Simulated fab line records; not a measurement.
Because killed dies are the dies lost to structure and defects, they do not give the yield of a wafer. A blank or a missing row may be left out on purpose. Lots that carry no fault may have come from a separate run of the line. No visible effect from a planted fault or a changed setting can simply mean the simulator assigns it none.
fab line records	flow sky130
record: lots: 6	wafers: 18	last_day: 50
route steps=708 shown LDD_HVN@274 LDD_HVP@278 LDD_LDN@289 PAD_OPEN@708
lots that met no fault: taken from a fault-free run of the same line
start_h: hours from the record's first day to the start of the lot's first wafer shown	wait_h: how many hours have passed since the lot's step before this one	" the same as in the row above	L1.1+2: one row covering several wafers at once	- value missing, or start not given	* or withheld: withheld	< > ~ a bound
route shown NAME@n: a module of which the file shows steps, and the number in the route of the first	usual: mean and standard deviation over wafers with no fault	same: alike in all rows	chamber/n: place in a boat	sites: the reading at each site	_std_site: their standard deviation	_edge_site: the outer-site mean with the inner-site mean subtracted	radius_mm: for every site, how far away it sits from the centre of the wafer	mask NAME#n: copy n	behind: the most recent tool/chamber to have shaped the wafer	hold: the reason the lot was held/the length of the hold in hours/how it ended	device: which transistor (n, p or np) failed to switch	end of line: the tests these same wafers got at the end of their route	where a step has no rows: the recipe by itself	killed: count of dies lost to structure and defects at first sort (not the wafer's yield)	map: per-die view of a wafer (x killed, . not killed, _ where there is no die)
set.NAME: the run value of the setting; set.NAME@STEP: its run value at that earlier step	model.NAME: the simulator's own value behind a step, which no gauge read
lots at some steps of the route; a table a step, a row a wafer
services: when a tool's chamber went out of use (start_h, in hours from the record's first day, below 0 if earlier), for how many hours, and the reason
== steps ==
step: SKY_LDD_HVN_OVL_MEAS_07
usual: LDD_HVN_OVL: 0.5/1.3
lot.wafer	tool	chamber	start_h	wait_h	LDD_HVN_OVL[nm]
L674.1	overlay-01	-	469.02	0.1	0.4
L674.4	"	-	"	"	0.0
L674.6	"	-	"	"	0.6
L676.2	overlay-02	-	491.70	0.1	-1.7
L676.3	"	-	"	"	-1.2
L676.4	"	-	"	"	0.1
L686.2	overlay-01	-	588.20	0.1	0.5
L686.4	"	-	"	"	0.5
L686.6	"	-	"	"	0.2
L688.1	overlay-01	-	601.99	0.1	1.2
L688.3	"	-	"	"	0.7
L688.6	"	-	"	"	0.1
L692.1	overlay-02	-	621.25	0.1	0.8
L692.3	"	-	"	"	2.3
L692.4	"	-	"	"	1.1
L693.1	overlay-02	-	637.29	0.1	-1.9
L693.5	"	-	"	"	-0.1
L693.6	"	-	"	"	-2.5
step: SKY_LDD_HVN_IMPLANT_08
recipe: species: P	energy_kev: 60	dose_cm2: 3e+13	tilt_deg: 40
step: SKY_LDD_HVN_STRIP_09
recipe: chemistry: O2/N2	power_w: 1400	pressure_mtorr: 1500	platen_temp_c: withheld	o2_flow_sccm: 3000	n2_flow_sccm: 300	overash_fraction: 0.5
usual: drypump_motor_current_A: 5.51/0.28	oes_product_au: 0.408/0.0045	strip_time_to_endpoint_s: 4.133/0.014
lot.wafer	tool	chamber	start_h	wait_h	drypump_motor_current_A	oes_product_au	rf_hours_counter_h	strip_time_to_endpoint_s
L674.1	plasma_asher-04	0	469.20	0.1	5.65	0.413	66	4.121
L674.4	"	1	"	"	5.06	0.406	-	4.117
L674.6	"	1	"	"	5.04	0.407	-	4.110
L676.2	plasma_asher-04	0	491.88	0.1	5.61	0.408	68	4.136
L676.3	"	1	"	"	5.05	0.411	-	4.157
L676.4	"	0	"	"	5.63	0.412	-	4.147
L686.2	plasma_asher-04	0	588.38	0.1	5.65	0.402	79	4.130
L686.4	"	0	"	"	5.65	0.410	-	4.134
L686.6	"	1	"	"	5.03	0.416	-	4.131
L688.1	plasma_asher-03	0	602.18	0.1	5.98	0.408	15	4.124
L688.3	"	0	"	"	6.00	0.415	-	4.135
L688.6	"	1	"	"	5.53	0.416	-	4.146
L692.1	plasma_asher-01	0	621.43	0.1	5.43	0.413	50	4.149
L692.3	"	0	"	"	5.42	0.407	-	4.142
L692.4	"	1	"	"	5.52	0.410	-	4.125
L693.1	plasma_asher-01	0	637.48	0.1	5.48	0.408	52	4.115
L693.5	"	0	"	"	5.46	0.415	-	4.134
L693.6	"	1	"	"	5.50	0.409	-	4.127
step: SKY_LDD_HVN_TW_MEAS_10
usual: LDD_HVN_TW: 1432/9.5
lot.wafer	tool	chamber	start_h	wait_h	LDD_HVN_TW
L674.1	film_metro-01	-	469.30	0.1	1456
L674.4	"	-	"	"	1446
L674.6	"	-	"	"	1447
L676.2	film_metro-01	-	491.99	0.1	1447
L676.3	"	-	"	"	1437
L676.4	"	-	"	"	1436
L686.2	film_metro-02	-	588.49	0.1	1430
L686.4	"	-	"	"	1425
L686.6	"	-	"	"	1428
L688.1	film_metro-01	-	602.28	0.1	1440
L688.3	"	-	"	"	1441
L688.6	"	-	"	"	1433
L692.1	film_metro-03	-	621.53	0.1	1424
L692.3	"	-	"	"	1426
L692.4	"	-	"	"	1421
L693.1	film_metro-02	-	637.58	0.1	1439
L693.5	"	-	"	"	1439
L693.6	"	-	"	"	1435
step: SKY_LDD_HVP_DEHYDRATE_00
recipe: temp_c: 200	time_s: 60
step: SKY_LDD_HVP_HMDS_01
recipe: prime_time_s: 60	prime_temp_c: 120
step: SKY_LDD_HVP_COAT_02
recipe: resist: NOVOLAK	spin_rpm: 3000	resist_thk_nm: 300
step: SKY_LDD_HVP_SOFTBAKE_03
recipe: temp_c: 90	time_s: 60	resist: NOVOLAK
step: SKY_LDD_HVP_EXPOSE_04
recipe: mask_id: HVPTM	na: 0.6	source_shape: conventional	sigma_outer: 0.6	polarization: unpolarized	target_cd_nm: 700	dose_mj: 86
step: SKY_LDD_HVP_PEB_05
recipe: temp_c: withheld	time_s: *	resist: NOVOLAK
step: SKY_LDD_HVP_DEVELOP_06
recipe: resist: NOVOLAK	developer: TMAH	develop_time_s: 60	dev_temp_c: 23
step: SKY_LDD_HVP_OVL_MEAS_07
usual: LDD_HVP_OVL: -0.7/1.2
lot.wafer	tool	chamber	start_h	wait_h	LDD_HVP_OVL[nm]
L674.1	overlay-01	-	500.57	0.1	-1.4
L674.4	"	-	"	"	-2.1
L674.6	"	-	"	"	-2.9
L676.2	overlay-01	-	522.85	0.1	0.6
L676.3	"	-	"	"	0.5
L676.4	"	-	"	"	1.0
L686.2	overlay-01	-	616.35	0.1	-1.8
L686.4	"	-	"	"	-2.7
L686.6	"	-	"	"	-1.2
L688.1	overlay-01	-	629.80	0.1	-1.6
L688.3	"	-	"	"	-1.5
L688.6	"	-	"	"	0.3
L692.1	overlay-01	-	649.80	0.1	-0.5
L692.3	"	-	"	"	0.5
L692.4	"	-	"	"	-1.5
L693.1	overlay-01	-	664.97	0.1	-1.3
L693.5	"	-	"	"	-0.5
L693.6	"	-	"	"	0.7
step: SKY_LDD_HVP_IMPLANT_08
recipe: species: B	energy_kev: 20	dose_cm2: 1.7e+13	tilt_deg: 17.9
usual: dose_ions_cm2: 1.7002e+13/1.8e+10	faraday_current_uA: 95.9/1.7
lot.wafer	tool	chamber	start_h	wait_h	dose_ions_cm2	faraday_current_uA
L674.1	implanter-02	0	500.60	0.0	1.704e+13	93.9
L674.4	"	0	"	"	1.7037e+13	97.0
L674.6	"	0	"	"	1.7031e+13	98.7
L676.2	implanter-02	0	522.93	0.1	1.7018e+13	95.2
L676.3	"	0	"	"	1.6999e+13	97.9
L676.4	"	0	"	"	1.698e+13	95.7
L686.2	implanter-01	0	616.41	0.0	1.555e+13	88.1
L686.4	"	0	"	"	1.5596e+13	88.9
L686.6	"	0	"	"	1.5569e+13	87.1
L688.1	implanter-01	0	629.83	0.0	1.5549e+13	88.7
L688.3	"	0	"	"	1.5524e+13	88.8
L688.6	"	0	"	"	1.5543e+13	85.2
L692.1	implanter-02	0	649.83	0.0	1.6991e+13	94.4
L692.3	"	0	"	"	1.7018e+13	95.9
L692.4	"	0	"	"	1.6994e+13	95.1
L693.1	implanter-04	0	665.00	0.0	1.7027e+13	98.6
L693.5	"	0	"	"	1.6968e+13	98.4
L693.6	"	0	"	"	1.7018e+13	97.3
step: SKY_LDD_HVP_STRIP_09
recipe: chemistry: O2/N2	power_w: 1400	pressure_mtorr: 1500	platen_temp_c: withheld	o2_flow_sccm: 3000	n2_flow_sccm: 300	overash_fraction: 0.5
usual: drypump_motor_current_A: 5.4/0.49	oes_product_au: 0.408/0.0048	strip_time_to_endpoint_s: 4.131/0.013
lot.wafer	tool	chamber	start_h	wait_h	drypump_motor_current_A	oes_product_au	rf_hours_counter_h	strip_time_to_endpoint_s
L674.1	plasma_asher-04	1	500.75	0.1	5.0	0.408	69	4.122
L674.4	"	1	"	"	5.1	0.415	-	4.141
L674.6	"	0	"	"	5.6	0.406	-	4.151
L676.2	plasma_asher-04	1	523.18	0.2	5.0	0.406	71	4.108
L676.3	"	0	"	"	5.7	0.413	-	4.114
L676.4	"	1	"	"	5.0	0.404	-	4.117
L686.2	plasma_asher-02	0	616.53	0.1	5.9	0.415	94	4.140
L686.4	"	1	"	"	4.7	0.408	-	4.125
L686.6	"	0	"	"	5.9	0.406	-	4.136
L688.1	plasma_asher-04	0	629.98	0.1	5.6	0.412	80	4.114
L688.3	"	0	"	"	5.7	0.403	-	4.135
L688.6	"	0	"	"	5.7	0.406	-	4.139
L692.1	plasma_asher-03	0	649.98	0.1	6.0	0.398	21	4.152
L692.3	"	1	"	"	5.5	0.406	-	4.153
L692.4	"	0	"	"	6.0	0.406	-	4.156
L693.1	plasma_asher-04	0	665.15	0.1	5.6	0.401	82	4.112
L693.5	"	1	"	"	5.0	0.410	-	4.141
L693.6	"	0	"	"	5.6	0.407	-	4.143
step: SKY_LDD_HVP_TW_MEAS_10
usual: LDD_HVP_TW: 455/3.7
lot.wafer	tool	chamber	start_h	wait_h	LDD_HVP_TW
L674.1	film_metro-04	-	500.85	0.1	455
L674.4	"	-	"	"	457
L674.6	"	-	"	"	452
L676.2	film_metro-03	-	523.29	0.1	452
L676.3	"	-	"	"	452
L676.4	"	-	"	"	451
L686.2	film_metro-04	-	616.64	0.1	445
L686.4	"	-	"	"	443
L686.6	"	-	"	"	447
L688.1	film_metro-03	-	630.08	0.1	441
L688.3	"	-	"	"	442
L688.6	"	-	"	"	440
L692.1	film_metro-03	-	650.08	0.1	449
L692.3	"	-	"	"	450
L692.4	"	-	"	"	450
L693.1	film_metro-01	-	665.25	0.1	457
L693.5	"	-	"	"	457
L693.6	"	-	"	"	458
step: SKY_LDD_LDN_DEHYDRATE_00
recipe: temp_c: 200	time_s: 60
step: SKY_PAD_OPEN_PROBE_99
usual: killed_at_M0_to_M3: 44/7.1	killed_at_M4_up: 3.1/1.9	killed_at_contacts: 25/5.8	killed_at_front_end: 16/4.5	killed_at_other: 0.3/0.52	killed_dies: 88/9.1	killed_open: 48/6.8	killed_short: 39/5.8
same: gross_dies: 492	killed_at_back_side: 0
lot.wafer	tool	chamber	start_h	wait_h	killed_at_M0_to_M3	killed_at_M4_up	killed_at_contacts	killed_at_front_end	killed_at_other	killed_dies	killed_open	killed_short	model.etest.tip_p_5v.rs_ohm_sq
L674.1	prober-02	-	1080.06	0.1	49	5	28	19	0	101	55	46	2840
L674.4	prober-02	-	1080.21	0.2	47	2	32	17	1	99	56	43	2798
L674.6	prober-02	-	1080.31	0.2	43	5	22	22	1	93	51	42	2836
L676.2	prober-02	-	1097.52	0.1	54	7	17	7	0	85	46	39	2823
L676.3	prober-02	-	1097.57	0.2	49	3	22	11	1	86	44	42	2833
L676.4	prober-02	-	1097.62	0.2	49	4	23	16	1	93	50	43	2816
L686.2	prober-01	-	1161.17	0.1	49	7	26	9	1	92	47	45	3058
L686.4	prober-01	-	1161.27	0.2	55	1	20	15	0	91	44	47	3028
L686.6	prober-01	-	1161.37	0.2	49	2	23	18	2	94	55	39	3052
L688.1	prober-02	-	1165.35	0.1	33	3	23	25	0	84	47	37	2981
L688.3	prober-02	-	1165.45	0.2	38	2	23	21	1	85	41	44	2984
L688.6	prober-02	-	1165.60	0.2	39	0	21	21	0	81	49	32	2993
L693.1	prober-01	-	1187.96	0.1	41	4	22	11	0	78	44	34	2891
L693.5	prober-01	-	1188.16	0.2	61	1	19	12	0	93	59	34	2878
L693.6	prober-01	-	1188.21	0.2	37	3	21	14	1	76	41	35	2908
killed by level:class
L674.1 VIA1:geometric_particle:open=14 METAL2:geometric_particle:short=11 VIA2:geometric_particle:open=10 LOCAL_INTERCONNECT:geometric_particle:short=7 CONTACT:geometric_particle:short=7 POLY_GATE:geometric_particle:short=6 LI_CONTACT:geometric_particle:open=6 FIELD_ISO:geometric_particle:open=5
L674.4 CONTACT:geometric_particle:open=12 VIA1:geometric_particle:open=11 METAL2:geometric_particle:short=7 LI_CONTACT:geometric_particle:open=7 METAL1:geometric_particle:short=7 VIA3:geometric_particle:open=7 POLY_GATE:geometric_particle:open=6 POLY_GATE:geometric_particle:short=5
L674.6 VIA1:geometric_particle:open=11 CONTACT:geometric_particle:open=9 POLY_GATE:geometric_particle:open=7 LI_CONTACT:geometric_particle:open=7 FIELD_ISO:geometric_particle:short=6 METAL2:geometric_particle:short=6 VIA3:geometric_particle:open=6 METAL1:geometric_particle:short=5
L676.2 VIA1:geometric_particle:open=14 VIA2:geometric_particle:open=8 LI_CONTACT:geometric_particle:open=8 VIA1:geometric_particle:short=8 METAL1:geometric_particle:short=6 VIA3:geometric_particle:open=6 CONTACT:geometric_particle:open=5 METAL4:geometric_particle:short=5
L676.3 VIA1:geometric_particle:open=11 CONTACT:geometric_particle:open=8 VIA2:geometric_particle:open=7 METAL2:geometric_particle:short=7 METAL1:geometric_particle:short=6 LI_CONTACT:geometric_particle:open=5 CONTACT:geometric_particle:short=5 POLY_GATE:geometric_particle:short=4
L676.4 VIA2:geometric_particle:open=10 VIA1:geometric_particle:open=9 LI_CONTACT:geometric_particle:open=8 CONTACT:geometric_particle:open=8 METAL1:geometric_particle:short=8 VIA1:geometric_particle:short=8 FIELD_ISO:geometric_particle:short=6 VIA2:geometric_particle:short=4
L686.2 CONTACT:geometric_particle:open=11 VIA1:geometric_particle:open=8 VIA3:geometric_particle:open=8 VIA2:geometric_particle:open=6 METAL2:geometric_particle:short=5 VIA1:geometric_particle:short=5 VIA3:geometric_particle:short=5 LI_CONTACT:geometric_particle:short=5
L686.4 VIA1:geometric_particle:open=12 VIA2:geometric_particle:open=10 CONTACT:geometric_particle:open=8 FIELD_ISO:geometric_particle:short=6 CONTACT:geometric_particle:short=6 VIA1:geometric_particle:short=6 METAL2:geometric_particle:short=6 VIA2:geometric_particle:short=6
L686.6 VIA3:geometric_particle:open=12 LI_CONTACT:geometric_particle:open=10 VIA1:geometric_particle:open=8 VIA2:geometric_particle:open=7 METAL1:geometric_particle:short=6 CONTACT:geometric_particle:open=5 FIELD_ISO:geometric_particle:open=4 POLY_GATE:geometric_particle:short=4
L688.1 VIA1:geometric_particle:open=8 LI_CONTACT:geometric_particle:open=7 VIA2:geometric_particle:open=7 FIELD_ISO:geometric_particle:short=6 POLY_GATE:geometric_particle:short=6 CONTACT:geometric_particle:short=6 METAL2:geometric_particle:short=6 CONTACT:geometric_particle:open=5
L688.3 FIELD_ISO:geometric_particle:short=9 VIA1:geometric_particle:short=8 LI_CONTACT:geometric_particle:open=7 CONTACT:geometric_particle:open=7 VIA1:geometric_particle:open=6 VIA2:geometric_particle:open=5 METAL1:geometric_particle:short=5 FIELD_ISO:geometric_particle:open=4
L688.6 CONTACT:geometric_particle:open=10 VIA1:geometric_particle:open=10 METAL2:geometric_particle:short=9 LI_CONTACT:geometric_particle:open=7 VIA2:geometric_particle:open=6 VIA3:geometric_particle:open=6 FIELD_ISO:geometric_particle:open=5 POLY_GATE:geometric_particle:short=5
L693.1 CONTACT:geometric_particle:open=12 VIA1:geometric_particle:open=11 METAL2:geometric_particle:short=7 VIA3:geometric_particle:open=6 VIA2:geometric_particle:short=5 FIELD_ISO:geometric_particle:short=4 POLY_GATE:geometric_particle:open=4 CONTACT:geometric_particle:short=4
L693.5 VIA1:geometric_particle:open=18 LI_CONTACT:geometric_particle:open=8 METAL1:geometric_particle:short=8 METAL2:geometric_particle:short=8 CONTACT:geometric_particle:open=7 VIA3:geometric_particle:open=6 VIA1:geometric_particle:short=5 VIA2:geometric_particle:open=5
L693.6 METAL2:geometric_particle:short=9 CONTACT:geometric_particle:open=9 VIA1:geometric_particle:open=9 LI_CONTACT:geometric_particle:open=6 LOCAL_INTERCONNECT:geometric_particle:short=6 VIA2:geometric_particle:open=5 POLY_GATE:geometric_particle:short=4 POLY_GATE:geometric_particle:open=3
== services ==
tool	chamber	start_h	hours	kind
plasma_asher-02	-	452.42	1.6	repair
implanter-04	-	454.38	26.6	pm
implanter-02	-	468.71	3.8	repair
plasma_asher-04	-	471.13	0.5	repair
plasma_asher-03	-	473.48	14.6	pm
plasma_asher-01	-	487.77	3.3	repair
plasma_asher-03	-	488.21	2.8	repair
implanter-01	-	505.38	0.8	repair
implanter-02	-	508.42	4.0	pm
implanter-02	-	527.32	4.0	repair
implanter-01	-	537.08	4.2	repair
plasma_asher-01	-	547.51	7.4	repair
implanter-04	-	564.33	1.2	repair
implanter-01	-	570.75	5.5	repair
implanter-02	-	592.76	2.9	repair
plasma_asher-04	-	597.72	28.1	pm
plasma_asher-03	-	624.44	0.9	repair
implanter-04	-	630.38	3.9	repair
plasma_asher-04	-	633.35	1.0	repair
plasma_asher-04	-	639.15	8.6	repair
plasma_asher-03	-	641.94	2.8	pm
implanter-02	-	661.37	5.6	repair
== key ==
first_sign: step: SKY_LDD_HVP_IMPLANT_08	reading: dose_ions_cm2	direction: down	sigmas: 81	usual: *	struck: *
effect: step: SKY_LDD_HVP_IMPLANT_08	reading: faraday_current_uA	direction: down	sigmas: 4.6	usual: 95.9	struck: 87.8
effect: step: SKY_LDD_HVP_TW_MEAS_10	reading: LDD_HVP_TW	direction: down	sigmas: 3.3	usual: 455	struck: 443
model_effect: step: SKY_PAD_OPEN_PROBE_99	value: etest.tip_p_5v.rs_ohm_sq	without: 2827	struck: 3016
met_at SKY_LDD_HVP_IMPLANT_08
struck_wafers L686.2,L686.4,L686.6,L688.1,L688.3,L688.6
tester_left_out L686,L688
fault: kind: process_parameter_drift	tool: implanter-01	chamber: -	onset_h: 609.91	steps: SKY_LDD_HVP_IMPLANT_08	channel: dose_cm2	offset: *	shape: step	end_h: 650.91	acts_in: *	stated: *
tester_left_out: of these lots the tester's yield and bins aren't shown, on N5 and GAA mostly nor the transistor test; their killed dies are dies lost to structure and defects alone, not to doping, threshold or leakage, so they don't give the yield
